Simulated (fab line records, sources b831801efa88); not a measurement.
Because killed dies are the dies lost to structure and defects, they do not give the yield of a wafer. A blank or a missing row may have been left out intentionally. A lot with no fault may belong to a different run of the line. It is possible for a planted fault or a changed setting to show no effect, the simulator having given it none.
8D (eight disciplines) problem report, filled in by code ; flow sfqLine ; the parts of the form that need people (team, actions taken, sign-off) are left out

1. THE PROBLEM
Wafers without a fault read 0.685 a.u., standard deviation 0.005; oesProductAu at SFQ_TRILAYER_I4_VIA_BARC_OPEN_VIA_ETCH_146 reads a mean of 0.610 a.u. on 3 wafers belonging to 2 lots. Relative to the usual mean, that is a shift of -15 standard deviations.
The step: etches BARC in O2, target depth 125 nm, time 41.7 s.
First seen on wafer L384.2, day 56 18:04, on rieDiel-03. The record holds 42 wafers of 14 lots with a number at this step. Rule for "out" (also "out of limits"): further than 4 standard deviations from the usual mean. The rest of the wafers with a number are treated as sound.

2. WHAT IT IS; WHAT IT IS NOT
question;is;is not
which readings at this step;oesProductAu;drypumpMotorCurrentA
which lots;L384, L385;L369, L370, L371, L372, L373, L374, L375, L386, L388, L389, L390, L391
which wafers of those lots;L384.2, L384.4, L385.2;L384.1, L385.5, L385.6
read on which tools;rieDiel-03;rieDiel-02, rieDiel-04
when;from day 56 18:04;"up to then (22 sound wafers); but 17 sound wafers of L385, L386, L388, L389, L390, L391 came after"

3. WHAT RULES OUT EACH SUSPECT
Counting: a tool at a process step up to the reading stays a suspect if it ran every lot that is out. Sound lots after the first of them don't rule it out here, since some wafers of a struck lot are sound.
- rieMetal-04 at SFQ_TRILAYER_M4_STRIP_STRIP_097 (strips in O2): kept. Ran every lot that is out, first one L384 (day 54 20:21); last sound lot up to then L375 (day 53 11:59).
- lithoTrack-02 at SFQ_TRILAYER_I4_VIA_LITHO_COAT_108 (resist thk 62 nm): kept. Ran every lot that is out, first one L384 (day 56 15:47); last sound lot up to then L372 (day 50 16:55).
- rieDiel-03 at SFQ_TRILAYER_I4_VIA_BARC_OPEN_VIA_ETCH_146 (etches BARC in O2, target depth 125 nm, time 41.7 s): kept. Ran every lot that is out, first one L384 (day 56 18:04); last sound lot up to then L374 (day 55 12:58). Out on those wafers are its own readings of oesProductAu.
rieMetal-04 at SFQ_TRILAYER_M4_STRIP_STRIP_097, lithoTrack-02 at SFQ_TRILAYER_I4_VIA_LITHO_COAT_108 and rieDiel-03 at SFQ_TRILAYER_I4_VIA_BARC_OPEN_VIA_ETCH_146 are what is left after counting.

4. THE CAUSE (what the simulator had put in)
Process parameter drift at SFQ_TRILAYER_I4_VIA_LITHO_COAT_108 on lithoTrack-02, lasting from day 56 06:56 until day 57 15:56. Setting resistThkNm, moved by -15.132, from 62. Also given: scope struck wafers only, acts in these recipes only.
Counting left 3 suspects, and this tool is among them.

5. SEQUENCE OF EFFECTS, ordered by route
Rows list readings where the struck wafers' mean (over those with a number) sits beyond 3 standard deviations from the usual. Only readings whose record carries a usual standard deviation are examined. hours: median over the lots of the time between each lot's start at the first step of this table that gives one and its start at this step. sigmas: the change, counted in usual standard deviations.
hours;step;reading;usual;on struck wafers;change;sigmas
0;SFQ_TRILAYER_I4_VIA_BARC_OPEN_VIA_ETCH_146;oesProductAu;0.685 a.u.;0.610;-0.075;-15
Its process steps:
- SFQ_TRILAYER_I4_VIA_BARC_OPEN_VIA_ETCH_146: etches BARC in O2, target depth 125 nm, time 41.7 s.

6. WHAT WOULD HAVE CAUGHT IT SOONER
11 hours passed between the start of the fault at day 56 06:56 and the first reading out of limits in this record, taken at day 56 18:04.
Among the 2 lots that are out, L385 began SFQ_TRILAYER_I4_VIA_LITHO_COAT_108 on lithoTrack-02 after day 56 18:04. A tool hold placed at that time would have kept it from harm.
